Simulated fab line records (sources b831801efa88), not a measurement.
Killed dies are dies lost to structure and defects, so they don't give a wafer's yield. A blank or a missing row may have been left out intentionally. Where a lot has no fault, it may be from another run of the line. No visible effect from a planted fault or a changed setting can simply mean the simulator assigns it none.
Which tool is to blame? + flow gf180mcu + 6 lots, 18 wafers sampled, at 4 steps of a route of 602

== WHAT THE GAUGES SHOWED, per wafer ==
GF_CONTACT_CD_MEAS_14: the cd target is 220 nm.
| lot  | measured     | on       | cdNm (nm)         |
|------|--------------|----------|-------------------|
| L533 | day 16 10:33 | cdSem-01 | 218.4 219.9 219.1 |
| L537 | day 18 09:59 | cdSem-02 | 218.3 218.9 219.7 |
| L539 | day 19 19:02 | cdSem-02 | 217.5 221.0 218.6 |
| L543 | day 20 18:29 | cdSem-02 | 175.5 177.1 175.0 |
| L546 | day 21 02:41 | cdSem-01 | 216.8 218.9 216.5 |
| L553 | day 23 05:33 | cdSem-01 | 220.7 222.0 220.6 |

== EACH LOT AND THE TOOL THAT RAN IT (in order: tool; ch and the chambers of the sampled wafers; start) ==
| lot  | GF_PSD_RTA_13                   | GF_SAB_CVD_00                   | GF_CONTACT_EXPOSE_11             |
|------|---------------------------------|---------------------------------|----------------------------------|
| L533 | rtpAnneal-02 ch 0, day 14 13:55 | pecvd-02 ch 1,2, day 14 14:14   | krfScanner-01 ch 0, day 15 23:43 |
| L537 | rtpAnneal-02 ch 0, day 16 09:38 | pecvd-03 ch 0,1,2, day 16 09:57 | krfScanner-01 ch 0, day 17 22:07 |
| L539 | rtpAnneal-01 ch 0, day 17 17:36 | pecvd-02 ch 0,1,2, day 17 17:55 | krfScanner-01 ch 0, day 19 06:59 |
| L543 | rtpAnneal-02 ch 0, day 18 16:24 | pecvd-01 ch 0,1, day 18 16:44   | krfScanner-02 ch 0, day 20 05:40 |
| L546 | rtpAnneal-01 ch 0, day 19 01:10 | pecvd-02 ch 1,2, day 19 01:29   | krfScanner-02 ch 0, day 20 15:20 |
| L553 | rtpAnneal-01 ch 0, day 21 05:28 | pecvd-03 ch 0,1,2, day 21 05:46 | krfScanner-01 ch 0, day 22 19:30 |
- GF_PSD_RTA_13: time 20 s.
- GF_SAB_CVD_00: deposits SiO2 from TEOS, target thk 50 nm, time 4.9302 s.
- GF_CONTACT_EXPOSE_11: exposes mask Contact, target cd 220 nm.

== THE ANSWER, worked out from the rows above alone ==
Rule: what is usual is taken from the lots themselves. Put in order of their means at a reading, lots are off if they are a third of the lots or fewer, leave a main group of 4 or more, and stand apart from it by a gap of 3 or more times the standard deviation of the main group's means; of several such gaps the widest counts. If all means in a main group match to the digits the tables above print for the reading, that group is not used. Also off: a lot with no number at a reading for which 4 or more lots have one. Any other lot the step has rows for is counted as sound.
Off at GF_CONTACT_CD_MEAS_14 (cdNm): L543. The main group has a mean of 219.1 nm with a standard deviation of 1.2.
If a tool, at a process step before that reading, ran all the lots that are off and no sound lot after the first of them, it fits. Those tools and the gauges at GF_CONTACT_CD_MEAS_14 are tried in the same way. Can't be told from this: 3 tools fit, rtpAnneal-02 at GF_PSD_RTA_13, pecvd-01 at GF_SAB_CVD_00, cdSem-02 at GF_CONTACT_CD_MEAS_14.

== WHAT THE SIMULATOR HAD PUT IN ==
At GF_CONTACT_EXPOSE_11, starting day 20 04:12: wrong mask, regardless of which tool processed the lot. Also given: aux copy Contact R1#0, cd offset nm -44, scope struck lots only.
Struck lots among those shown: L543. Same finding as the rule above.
